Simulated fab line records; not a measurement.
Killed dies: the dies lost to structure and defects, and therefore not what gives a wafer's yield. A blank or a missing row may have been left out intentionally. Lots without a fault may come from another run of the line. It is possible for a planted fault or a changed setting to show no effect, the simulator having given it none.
The tool behind it: which one?    flow gf180mcu    Sampling: 14 lots, 42 wafers, 4 of 602 route steps

== WHAT THE GAUGES SHOWED, per wafer ==
GF_MVSD_TW_MEAS_11. Usual: MVSD_TW typically reads 1584, with standard deviation 8.7.
lot   measured     on             MVSD_TW         flag
L599  day 4 16:40  film_metro-02  1573 1576 1576  
L600  day 4 22:23  film_metro-01  1572 1581 1589  
L601  day 5 01:50  film_metro-01  1591 1588 1581  
L603  day 5 14:38  film_metro-01  1579 1589 1590  
L604  day 5 17:38  film_metro-01  1585 1586 1582  
L605  day 6 06:23  film_metro-01  1578 1577 1580  
L606  day 6 08:56  film_metro-02  1572 1571 1576  
L607  day 6 14:41  film_metro-01  1579 1586 1588  
L608  day 6 21:52  film_metro-03  1592 1592 1587  
L609  day 7 01:54  film_metro-01  1591 1587 1588  
L610  day 7 07:35  film_metro-01  1595 1583 1581  
L611  day 7 14:23  film_metro-02  1579 1574 1578  
L615  day 8 11:05  film_metro-03  1593 1594 1602  
L619  day 9 10:26  film_metro-01  1591 1592 1583  

== WHICH TOOL RAN EACH LOT (tool, then ch and the chambers of the sampled wafers, then the start) ==
lot   GF_DNWELL_STRIP_08                   GF_NWELL_IMPLANT_08             GF_LVPWELL_STRIP_10
L599  plasma_asher-03 ch 0,1, day 3 00:04  implanter-02 ch 0, day 3 12:46  plasma_asher-01 ch 0,1, day 4 02:32
L600  plasma_asher-01 ch 0,1, day 3 05:17  implanter-01 ch 0, day 3 18:35  plasma_asher-02 ch 0,1, day 4 08:05
L601  plasma_asher-01 ch 0,1, day 3 09:38  implanter-02 ch 0, day 3 22:29  plasma_asher-01 ch 0,1, day 4 11:32
L603  plasma_asher-01 ch 0,1, day 3 20:44  implanter-04 ch 0, day 4 09:58  plasma_asher-04 ch 0,1, day 5 00:17
L604  plasma_asher-01 ch 0,1, day 4 00:56  implanter-04 ch 0, day 4 13:41  plasma_asher-02 ch 0,1, day 5 03:41
L605  plasma_asher-02 ch 0,1, day 4 09:26  implanter-02 ch 0, day 4 23:32  plasma_asher-04 ch 0,1, day 5 14:28
L606  plasma_asher-03 ch 0,1, day 4 14:09  implanter-02 ch 0, day 5 04:13  plasma_asher-01 ch 0,1, day 5 18:11
L607  plasma_asher-02 ch 0,1, day 4 17:56  implanter-01 ch 0, day 5 07:44  plasma_asher-01 ch 0,1, day 5 23:11
L608  plasma_asher-01 ch 0,1, day 5 00:00  implanter-01 ch 0, day 5 14:17  plasma_asher-02 ch 0,1, day 6 06:29
L609  plasma_asher-01 ch 0,1, day 5 05:38  implanter-01 ch 0, day 5 19:28  plasma_asher-04 ch 0,1, day 6 10:43
L610  plasma_asher-01 ch 0,1, day 5 10:23  implanter-02 ch 0, day 6 00:56  plasma_asher-04 ch 0,1, day 6 15:59
L611  plasma_asher-01 ch 0,1, day 5 14:41  implanter-01 ch 0, day 6 06:19  plasma_asher-04 ch 0,1, day 6 22:08
L615  plasma_asher-03 ch 0,1, day 6 11:50  implanter-02 ch 0, day 7 02:46  plasma_asher-01 ch 0,1, day 7 18:47
L619  plasma_asher-01 ch 0,1, day 7 09:05  implanter-02 ch 0, day 8 00:44  plasma_asher-02 ch 0,1, day 8 17:32
- GF_DNWELL_STRIP_08: strips in O2/N2.
- GF_NWELL_IMPLANT_08
- GF_LVPWELL_STRIP_10: strips in O2/N2.

== WHAT THE TOOLS THEMSELVES READ (means of the sampled wafers that have a number; where no wafer has one, the mark that the record gives instead) ==
GF_DNWELL_STRIP_08. Usual: drypump_motor_current_A 5.7 A, standard deviation 0.3; heater_power_w 346 W, standard deviation 23; oes_product_au 0.722 a.u., standard deviation 0.0049; strip_time_to_endpoint_s 36.97 s, standard deviation 0.097.
lot   tool             drypump_motor_current_A (A)  heater_power_w (W)  oes_product_au (a.u.)  strip_time_to_endpoint_s (s)  flag
L599  plasma_asher-03  5.7                          330                 0.727                  36.91                         
L600  plasma_asher-01  5.5                          349                 0.720                  36.98                         
L601  plasma_asher-01  5.6                          363                 0.721                  37.06                         
L603  plasma_asher-01  5.5                          349                 0.729                  36.90                         
L604  plasma_asher-01  5.6                          362                 0.724                  36.94                         
L605  plasma_asher-02  6.1                          341                 0.725                  37.09                         
L606  plasma_asher-03  5.7                          324                 0.728                  36.93                         
L607  plasma_asher-02  6.1                          338                 0.719                  36.93                         
L608  plasma_asher-01  5.5                          346                 0.721                  36.98                         
L609  plasma_asher-01  5.6                          367                 0.719                  37.03                         
L610  plasma_asher-01  5.5                          352                 0.720                  36.95                         
L611  plasma_asher-01  5.5                          353                 0.721                  37.11                         
L615  plasma_asher-03  5.7                          326                 0.725                  36.85                         
L619  plasma_asher-01  5.5                          354                 0.721                  36.97                         

GF_NWELL_IMPLANT_08. Usual: 449.99 for beam_energy_keV, sd 0.15.
lot   tool          beam_energy_keV  flag
L599  implanter-02  449.95           
L600  implanter-01  450.03           
L601  implanter-02  450.15           
L603  implanter-04  449.94           
L604  implanter-04  449.83           
L605  implanter-02  450.02           
L606  implanter-02  450.00           
L607  implanter-01  449.87           
L608  implanter-01  449.96           
L609  implanter-01  460.64           OFF
L610  implanter-02  450.03           
L611  implanter-01  460.54           OFF
L615  implanter-02  450.23           
L619  implanter-02  449.90           

GF_LVPWELL_STRIP_10. Usual: drypump_motor_current_A 5.8 A, standard deviation 0.32; heater_power_w 357 W, standard deviation 22; oes_product_au 0.723 a.u., standard deviation 0.0047; strip_time_to_endpoint_s 37.04 s, standard deviation 0.1.
lot   tool             drypump_motor_current_A (A)  heater_power_w (W)  oes_product_au (a.u.)  strip_time_to_endpoint_s (s)  flag
L599  plasma_asher-01  5.6                          363                 0.724                  37.00                         
L600  plasma_asher-02  6.1                          344                 0.720                  37.00                         
L601  plasma_asher-01  5.5                          348                 0.723                  37.07                         
L603  plasma_asher-04  5.9                          370                 0.724                  37.01                         
L604  plasma_asher-02  6.1                          338                 0.724                  37.10                         
L605  plasma_asher-04  5.9                          367                 0.722                  36.99                         
L606  plasma_asher-01  5.5                          351                 0.718                  37.04                         
L607  plasma_asher-01  5.5                          351                 0.720                  37.18                         
L608  plasma_asher-02  6.1                          352                 0.724                  37.01                         
L609  plasma_asher-04  5.9                          372                 0.723                  37.05                         
L610  plasma_asher-04  5.9                          369                 0.725                  36.98                         
L611  plasma_asher-04  5.9                          370                 0.724                  37.22                         
L615  plasma_asher-01  5.5                          349                 0.723                  37.13                         
L619  plasma_asher-02  6.0                          333                 0.718                  37.04                         

== THE ANSWER, worked out from the rows above alone ==
Rule: take the mean of a lot's wafers that have a number; if it is more than 3 standard deviations from the usual mean, the lot is off. A lot without any number at a reading at which 4 lots or more have one is off too. Where the step has rows for the other lots, those lots are counted as sound. First the gauges in route order, then the tools' own readings, where a lot's mean is used as printed above. At the first step where some lot is off, the reading lying furthest off is the one used; lots without a number count as furthest.
Off at GF_NWELL_IMPLANT_08 (beam_energy_keV): L609, L611.
A tool fits if, at that step or a process step before it, it ran every lot that is off, and no sound lot after the first of them. One fits: implanter-01 at GF_NWELL_IMPLANT_08. A fault onset in the window from L608 (day 5 14:17, its last sound lot) to L609 (day 5 19:28, its first lot off) fits.
On the lots that are off, the tool's own readings at GF_NWELL_IMPLANT_08 differ by more than 5 times the standard deviation of the sound lots' means, which bears it out; beam_energy_keV reads 460.59 there versus 449.99 on the sound lots.

== WHAT THE SIMULATOR HAD PUT IN ==
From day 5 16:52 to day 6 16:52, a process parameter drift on implanter-01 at GF_NWELL_IMPLANT_08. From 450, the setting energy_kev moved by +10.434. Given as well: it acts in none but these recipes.
Lots struck among those shown: L609, L611. Same finding as the rule above.
